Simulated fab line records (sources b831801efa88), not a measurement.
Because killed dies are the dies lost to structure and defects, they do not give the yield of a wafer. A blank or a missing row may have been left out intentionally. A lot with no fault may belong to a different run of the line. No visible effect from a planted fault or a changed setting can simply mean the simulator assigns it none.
fab line records | flow sky130
record lots=6 | wafers=16 | last_day=49
route steps=708 shown VT_ADJUST_NCORE@123 VT_ADJUST_HVTR@131 PAD_OPEN@708
lots untouched by any fault: they come from a run of this same line in which no faults occurred
start_h: hours from the record's first day to the start of the lot's first wafer shown | wait_h: hours elapsed since this lot's preceding step | " repeats the value in the row above | L1.1+2: a single row standing in for several wafers | - value missing, or start not given | * or withheld: withheld | < > ~ a bound
route shown NAME@n: NAME is a module with steps in the file, n the number in the route of the first one | usual: mean/standard deviation taken from wafers without a fault | same: alike in all rows | chamber/n: place in a boat | sites: per-site readings | _std_site: how widely they spread, as a standard deviation | _edge_site: the outer-site mean with the inner-site mean subtracted | radius_mm: for every site, how far away it sits from the centre of the wafer | mask NAME#n: copy n | behind: the last tool/chamber to shape the wafer | hold: reason for holding the lot/hours on hold/outcome of the hold | device: which transistor (n, p or np) failed to switch | end of line: tests of these same wafers at the route's end | a step without rows: its recipe alone | killed: at the first sort, the dies lost to defects and structure; wafer yield is something else | map: dies across one wafer; x = killed, . = not, _ = none there
set.NAME: setting as actually run; set.NAME@STEP: the setting as run at that earlier step | model.NAME: the simulator's own value behind a step, which no gauge read
lots seen at some steps along the route; tables by step, rows by wafer
services: a tool's chamber out of use, with start hour (start_h, from the record's first day; less than 0 if before it), hours out, and reason
## steps
# step SKY_VT_ADJUST_NCORE_EXPOSE_04
# recipe mask_id=LVTN_COMPLEMENT_THIN | na=0.6 | source_shape=conventional | sigma_outer=0.6 | polarization=unpolarized | target_cd_nm=380 | dose_mj=139
# step SKY_VT_ADJUST_NCORE_PEB_05
# recipe temp_c=withheld | time_s=* | resist=NOVOLAK
# step SKY_VT_ADJUST_NCORE_DEVELOP_06
# recipe resist=NOVOLAK | developer=TMAH | develop_time_s=60 | dev_temp_c=23
# step SKY_VT_ADJUST_NCORE_CD_MEAS_07
# recipe target_cd_nm=380
# usual cd_nm=379.7/2.3
lot.wafer | tool      | chamber | start_h | wait_h | cd_nm
L538.1    | cd_sem-01 | -       | 212.18  | 0.1    | 380.3
L538.2    | "         | -       | "       | "      | 379.9
L538.5    | "         | -       | "       | "      | 381.1
L541.1    | cd_sem-02 | -       | 236.20  | 0.1    | 381.0
L541.2    | "         | -       | "       | "      | 385.5
L541.5    | "         | -       | "       | "      | 383.0
L542.1    | cd_sem-01 | -       | 239.83  | 0.1    | 379.0
L542.4    | "         | -       | "       | "      | 379.1
L542.6    | "         | -       | "       | "      | 378.7
L547.2    | cd_sem-02 | -       | 283.47  | 0.1    | 382.7
L547.3    | "         | -       | "       | "      | 381.4
L547.6    | "         | -       | "       | "      | 380.0
L549.3    | cd_sem-01 | -       | 302.59  | 0.1    | 380.7
L549.6    | "         | -       | "       | "      | 377.5
L551.2    | cd_sem-01 | -       | 311.61  | 0.1    | 381.0
L551.3    | "         | -       | "       | "      | 382.3
# step SKY_VT_ADJUST_NCORE_OVL_MEAS_08
# usual VT_ADJUST_NCORE_OVL=-0.7/1.3
lot.wafer | tool       | chamber | start_h | wait_h | VT_ADJUST_NCORE_OVL[nm]
L538.1    | overlay-01 | -       | 212.30  | 0.1    | -1.8
L538.2    | "          | -       | "       | "      | 1.8
L538.5    | "          | -       | "       | "      | -2.0
L541.1    | overlay-01 | -       | 236.32  | 0.1    | -2.2
L541.2    | "          | -       | "       | "      | -0.9
L541.5    | "          | -       | "       | "      | -3.3
L542.1    | overlay-01 | -       | 239.95  | 0.1    | 1.1
L542.4    | "          | -       | "       | "      | 1.1
L542.6    | "          | -       | "       | "      | -0.9
L547.2    | overlay-01 | -       | 283.58  | 0.1    | 0.8
L547.3    | "          | -       | "       | "      | 1.3
L547.6    | "          | -       | "       | "      | 0.5
L549.3    | overlay-01 | -       | 302.68  | 0.1    | -1.5
L549.6    | "          | -       | "       | "      | -1.7
L551.2    | overlay-02 | -       | 311.72  | 0.1    | -0.5
L551.3    | "          | -       | "       | "      | -0.9
# step SKY_VT_ADJUST_NCORE_IMPLANT_09
# recipe species=B | energy_kev=10 | dose_cm2=2.4e+12 | tilt_deg=withheld
# step SKY_VT_ADJUST_NCORE_STRIP_10
# recipe chemistry=O2/N2 | power_w=1400 | pressure_mtorr=1500 | platen_temp_c=withheld | o2_flow_sccm=3000 | n2_flow_sccm=300 | overash_fraction=0.5
# usual drypump_motor_current_A=5.6/0.34 | o2_flow_sccm=3000/8.3 | oes_product_au=0.716/0.0043 | strip_time_to_endpoint_s=14.19/0.046
lot.wafer | tool            | chamber | start_h | wait_h | drypump_motor_current_A | o2_flow_sccm | oes_product_au | rf_hours_counter_h | strip_time_to_endpoint_s
L538.1    | plasma_asher-03 | 1       | 212.48  | 0.1    | 5.8                     | 3007         | 0.716          | 53                 | 14.20
L538.2    | "               | 0       | "       | "      | 5.6                     | 2994         | 0.718          | 53                 | 14.17
L538.5    | "               | 1       | "       | "      | 5.8                     | 3006         | 0.714          | -                  | 14.19
L541.1    | plasma_asher-04 | 1       | 236.51  | 0.1    | 5.5                     | 3000         | 0.725          | 42                 | 14.21
L541.2    | "               | 0       | "       | "      | 6.4                     | 3010         | 0.723          | 42                 | 14.21
L541.5    | "               | 0       | "       | "      | 6.4                     | 3014         | 0.718          | -                  | 14.22
L542.1    | plasma_asher-03 | 0       | 240.13  | 0.1    | 5.6                     | 2984         | 0.727          | 56                 | 14.28
L542.4    | "               | 1       | "       | "      | 5.8                     | 2993         | 0.715          | -                  | 14.26
L542.6    | "               | 1       | "       | "      | 5.9                     | 2995         | 0.715          | -                  | 14.31
L547.2    | plasma_asher-03 | 1       | 283.76  | 0.1    | 5.8                     | 2992         | 0.722          | 60                 | 14.13
L547.3    | "               | 1       | "       | "      | 5.8                     | 2996         | 0.716          | -                  | 14.17
L547.6    | "               | 1       | "       | "      | 5.8                     | 2995         | 0.712          | -                  | 14.23
L549.3    | plasma_asher-03 | 1       | 302.89  | 0.1    | 5.8                     | 2981         | 0.717          | -                  | 14.21
L549.6    | "               | 1       | "       | "      | 5.9                     | 2991         | 0.714          | -                  | 14.23
L551.2    | plasma_asher-03 | 1       | 311.90  | 0.1    | 5.9                     | 3013         | 0.714          | 63                 | 14.11
L551.3    | "               | 1       | "       | "      | 5.9                     | 2996         | 0.719          | -                  | 14.13
# step SKY_VT_ADJUST_NCORE_TW_MEAS_11
# usual VT_ADJUST_NCORE_TW=219.6/1.6
lot.wafer | tool          | chamber | start_h | wait_h | VT_ADJUST_NCORE_TW
L538.1    | film_metro-04 | -       | 212.58  | 0.1    | 217.0
L538.2    | "             | -       | "       | "      | 216.4
L538.5    | "             | -       | "       | "      | 217.0
L541.1    | film_metro-04 | -       | 236.61  | 0.1    | 216.5
L541.2    | "             | -       | "       | "      | 217.7
L541.5    | "             | -       | "       | "      | 217.6
L542.1    | film_metro-02 | -       | 240.23  | 0.1    | 220.7
L542.4    | "             | -       | "       | "      | 220.5
L542.6    | "             | -       | "       | "      | 220.1
L547.2    | film_metro-02 | -       | 283.87  | 0.1    | 220.3
L547.3    | "             | -       | "       | "      | 220.9
L547.6    | "             | -       | "       | "      | 219.7
L549.3    | film_metro-02 | -       | 302.98  | 0.1    | 219.3
L549.6    | "             | -       | "       | "      | 220.7
L551.2    | film_metro-02 | -       | 312.01  | 0.1    | 221.1
L551.3    | "             | -       | "       | "      | 220.6
# step SKY_VT_ADJUST_HVTR_DEHYDRATE_00
# recipe temp_c=200 | time_s=60
# step SKY_VT_ADJUST_HVTR_HMDS_01
# recipe prime_time_s=60 | prime_temp_c=120
# step SKY_VT_ADJUST_HVTR_COAT_02
# recipe resist=NOVOLAK | spin_rpm=3000 | resist_thk_nm=1140
# step SKY_VT_ADJUST_HVTR_SOFTBAKE_03
# recipe temp_c=90 | time_s=60 | resist=NOVOLAK
# step SKY_VT_ADJUST_HVTR_EXPOSE_04
# recipe mask_id=HVTRM | target_cd_nm=380 | na=0.6 | source_shape=conventional | sigma_outer=0.6 | dose_mj=150
# usual stage_vel_mm_s=499.97/0.26
lot.wafer | tool             | chamber | start_h | wait_h | mask    | stage_vel_mm_s
L538.1    | iline_stepper-02 | 0       | 223.87  | -      | HVTRM#0 | 499.97
L538.2    | "                | 0       | "       | "      | HVTRM#0 | 499.99
L538.5    | "                | 0       | "       | "      | HVTRM#0 | 500.09
L541.1    | iline_stepper-01 | 0       | 248.63  | -      | HVTRM#0 | 499.83
L541.2    | "                | 0       | "       | "      | HVTRM#0 | 500.08
L541.5    | "                | 0       | "       | "      | HVTRM#0 | 500.44
L542.1    | iline_stepper-02 | 0       | 252.11  | -      | HVTRM#0 | 499.84
L542.4    | "                | 0       | "       | "      | HVTRM#0 | 500.08
L542.6    | "                | 0       | "       | "      | HVTRM#0 | 500.37
L547.2    | iline_stepper-01 | 0       | 294.45  | -      | HVTRM#0 | 499.92
L547.3    | "                | 0       | "       | "      | HVTRM#0 | 500.18
L547.6    | "                | 0       | "       | "      | HVTRM#0 | 500.19
L549.3    | iline_stepper-02 | 0       | 313.42  | -      | HVTRM#0 | 499.99
L549.6    | "                | 0       | "       | "      | HVTRM#0 | 499.71
L551.2    | iline_stepper-02 | 0       | 325.76  | -      | HVTRM#0 | 499.92
L551.3    | "                | 0       | "       | "      | HVTRM#0 | 500.28
# step SKY_VT_ADJUST_HVTR_PEB_05
# recipe temp_c=withheld | time_s=* | resist=NOVOLAK
# step SKY_VT_ADJUST_HVTR_DEVELOP_06
# recipe develop_time_s=60 | dev_temp_c=23
# step SKY_VT_ADJUST_HVTR_CD_MEAS_07
# recipe target_cd_nm=380
# usual cd_nm=380.0/2.7
lot.wafer | tool      | chamber | start_h | wait_h | hold                     | cd_nm
L538.1    | cd_sem-02 | -       | 235.35  | 0.1    | -                        | 383.2
L538.2    | "         | -       | "       | "      | -                        | 381.4
L538.5    | "         | -       | "       | "      | -                        | 382.1
L541.1    | cd_sem-02 | -       | 260.53  | 0.1    | -                        | 376.0
L541.2    | "         | -       | "       | "      | -                        | 376.3
L541.5    | "         | -       | "       | "      | -                        | 377.0
L542.1    | cd_sem-02 | -       | 263.99  | 0.1    | -                        | 380.6
L542.4    | "         | -       | "       | "      | -                        | 379.2
L542.6    | "         | -       | "       | "      | -                        | 382.3
L547.2    | cd_sem-01 | -       | 304.79  | 0.1    | -                        | 376.9
L547.3    | "         | -       | "       | "      | -                        | 376.8
L547.6    | "         | -       | "       | "      | -                        | 379.7
L549.3    | cd_sem-01 | -       | 327.98  | 0.1    | await_dispo/0.2h/release | 367.1
L549.6    | "         | -       | "       | "      | await_dispo/0.2h/release | 380.0
L549.3    | cd_sem-01 | -       | 328.27  | 0.3    | -                        | 366.8
L549.6    | "         | -       | "       | "      | -                        | 380.6
L551.2    | cd_sem-02 | -       | 339.34  | 0.1    | await_dispo/0.2h/release | 371.9
L551.3    | "         | -       | "       | "      | await_dispo/0.2h/release | 368.3
L551.2    | cd_sem-02 | -       | 339.78  | 0.4    | -                        | 371.7
L551.3    | "         | -       | "       | "      | -                        | 368.3
# step SKY_VT_ADJUST_HVTR_OVL_MEAS_08
# usual VT_ADJUST_HVTR_OVL=-0.9/1.4
lot.wafer | tool       | chamber | start_h | wait_h | hold                     | VT_ADJUST_HVTR_OVL[nm]
L538.1    | overlay-02 | -       | 235.47  | 0.1    | -                        | 0.9
L538.2    | "          | -       | "       | "      | -                        | -1.3
L538.5    | "          | -       | "       | "      | -                        | 2.2
L541.1    | overlay-01 | -       | 260.65  | 0.1    | -                        | -2.6
L541.2    | "          | -       | "       | "      | -                        | -1.5
L541.5    | "          | -       | "       | "      | -                        | -2.0
L542.1    | overlay-01 | -       | 264.11  | 0.1    | -                        | 0.2
L542.4    | "          | -       | "       | "      | -                        | -3.8
L542.6    | "          | -       | "       | "      | -                        | 0.8
L547.2    | overlay-01 | -       | 304.90  | 0.1    | -                        | -1.9
L547.3    | "          | -       | "       | "      | -                        | -2.1
L547.6    | "          | -       | "       | "      | -                        | 0.1
L549.3    | overlay-02 | -       | 335.19  | 6.9    | await_dispo/6.8h/release | -1.2
L549.6    | "          | -       | "       | "      | await_dispo/6.8h/release | 0.6
L551.2    | overlay-01 | -       | 342.80  | 3.0    | await_dispo/2.9h/release | -0.7
L551.3    | "          | -       | "       | "      | await_dispo/2.9h/release | -0.7
# step SKY_PAD_OPEN_PROBE_99
# usual killed_at_M0_to_M3=43/7 | killed_at_M4_up=3.4/1.9 | killed_at_contacts=24/5.4 | killed_at_front_end=15/4.4 | killed_at_other=0.4/0.63 | killed_dies=86/9.1 | killed_open=46/6.6 | killed_short=39/6.6
# same gross_dies=492 | killed_at_back_side=0
lot.wafer | tool      | chamber | start_h | wait_h | killed_at_M0_to_M3 | killed_at_M4_up | killed_at_contacts | killed_at_front_end | killed_at_other | killed_dies | killed_open | killed_short
L547.2    | prober-01 | -       | 1153.32 | 0.1    | 46                 | 2               | 18                 | 10                  | 1               | 77          | 33          | 44
L547.3    | prober-01 | -       | 1153.37 | 0.2    | 60                 | 3               | 20                 | 11                  | 0               | 94          | 52          | 42
L547.6    | prober-01 | -       | 1153.52 | 0.2    | 54                 | 1               | 24                 | 8                   | 1               | 88          | 51          | 37
# killed by level:class
L547.2 VIA1:geometric_particle:open=17 METAL2:geometric_particle:short=7 VIA1:geometric_particle:short=6 CONTACT:geometric_particle:open=5 POLY_GATE:geometric_particle:short=4 METAL1:geometric_particle:short=4 LOCAL_INTERCONNECT:geometric_particle:short=4 CONTACT:geometric_particle:short=4
L547.3 VIA1:geometric_particle:open=17 METAL1:geometric_particle:short=7 VIA2:geometric_particle:open=7 METAL3:geometric_particle:short=7 LI_CONTACT:geometric_particle:open=6 VIA3:geometric_particle:open=6 FIELD_ISO:geometric_particle:short=5 CONTACT:geometric_particle:open=5
L547.6 VIA1:geometric_particle:open=14 LI_CONTACT:geometric_particle:open=10 METAL1:geometric_particle:short=9 VIA2:geometric_particle:open=8 VIA1:geometric_particle:short=7 CONTACT:geometric_particle:open=5 VIA3:geometric_particle:open=5 METAL2:geometric_particle:short=4
## services
tool             | chamber | start_h | hours | kind
iline_stepper-02 | 0       | 198.81  | -     | calibration
iline_stepper-01 | -       | 229.06  | 1.7   | pm
plasma_asher-03  | -       | 230.29  | 2.3   | repair
iline_stepper-01 | -       | 253.33  | 4.5   | repair
plasma_asher-03  | -       | 258.05  | 1.7   | repair
iline_stepper-01 | 0       | 272.87  | -     | calibration
plasma_asher-04  | -       | 311.37  | 15.6  | pm
iline_stepper-01 | -       | 313.72  | 0.7   | repair
iline_stepper-01 | -       | 319.35  | 8.8   | repair
## key
first_sign step=SKY_VT_ADJUST_HVTR_CD_MEAS_07 | reading=visit | direction=added
effect step=SKY_VT_ADJUST_HVTR_CD_MEAS_07 | reading=cd_nm | direction=down | sigmas=4.1 | usual=380.0 | struck=369.1
met_at SKY_VT_ADJUST_HVTR_EXPOSE_04
struck_wafers L549.3,L551.2,L551.3
tester_left_out L549,L551
onset_between 252.11 313.42
fault kind=process_parameter_drift | tool=iline_stepper-02 | chamber=- | onset_h=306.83 | steps=SKY_VT_ADJUST_HVTR_EXPOSE_04 | channel=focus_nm | offset=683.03 | shape=step | end_h=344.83 | scope=struck_wafers_only
# tester_left_out: of these lots the tester's yield and bins aren't shown, on N5 and GAA mostly nor the transistor test; their killed dies are dies lost to structure and defects alone, not to doping, threshold or leakage, so they don't give the yield
